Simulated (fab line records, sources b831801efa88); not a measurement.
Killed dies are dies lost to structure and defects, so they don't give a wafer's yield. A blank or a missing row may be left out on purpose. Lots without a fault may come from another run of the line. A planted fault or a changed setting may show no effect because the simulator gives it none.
One fault seen from 2 desks | flow sky130 | each desk has only its own numbers; what lay behind them comes last

THE TOOL OWNER'S DESK: pecvd-04
The tool's own readings at SKY_CONTACT_CVD_00 (deposits Si3N4, target thk 75 nm): means of the sampled wafers that have a number, for each lot that ran on this tool. A lot is out of limits, marked OUT, if its mean lies more than 4 standard deviations from the usual mean; the brackets give that distance.
Columns: A = heater_power_w at SKY_CONTACT_CVD_00, usual 720 W
lot  | first seen here | A
L855 | day 30 06:59    | 771
L859 | day 31 17:47    | 734
L864 | day 33 11:44    | 722
L866 | day 34 17:05    | 700
L871 | day 35 18:57    | 786
L877 | day 38 07:38    | 708
This desk's finding: nothing out of limits on any of the 6 lots.

THE METROLOGY DESK
What the gauges read, lot by lot, whatever tool the lot ran on: means of the sampled wafers that have a number. A lot is out of limits, marked OUT, if its mean lies more than 4 standard deviations from the usual mean; the brackets give that distance.
Columns: A = VIA4_HDPCVD_THK at SKY_VIA4_THK_MEAS_01, usual 1751 nm; B = VIA4_OVL at SKY_VIA4_OVL_MEAS_11, usual -0.3 nm
lot  | first seen here | A    | B
L855 | day 41 22:07    | 1733 | -0.3
L857 | day 42 09:08    | 1716 | 1.0
L858 | day 42 20:31    | 1744 | -1.6
L859 | day 43 02:17    | 1737 | 0.2
L862 | day 44 03:32    | 1759 | -1.6
L864 | day 44 12:17    | 1734 | 1.3
L863 | day 44 18:21    | 1743 | -0.6
L865 | day 44 19:55    | 1770 | -0.5
L867 | day 45 08:07    | 1748 | 0.1
L866 | day 45 11:59    | 1776 | -0.6
L868 | day 45 21:23    | 1764 | 1.4
L871 | day 46 09:50    | 1760 | 0.2
L877 | day 48 07:06    | 1723 | 0.0
This desk's finding: nothing out of limits on any of the 13 lots.

PUT TOGETHER
The tool owner's desk saw nothing out of limits.
The metrology desk saw nothing out of limits.

WHAT THE SIMULATOR HAD PUT IN
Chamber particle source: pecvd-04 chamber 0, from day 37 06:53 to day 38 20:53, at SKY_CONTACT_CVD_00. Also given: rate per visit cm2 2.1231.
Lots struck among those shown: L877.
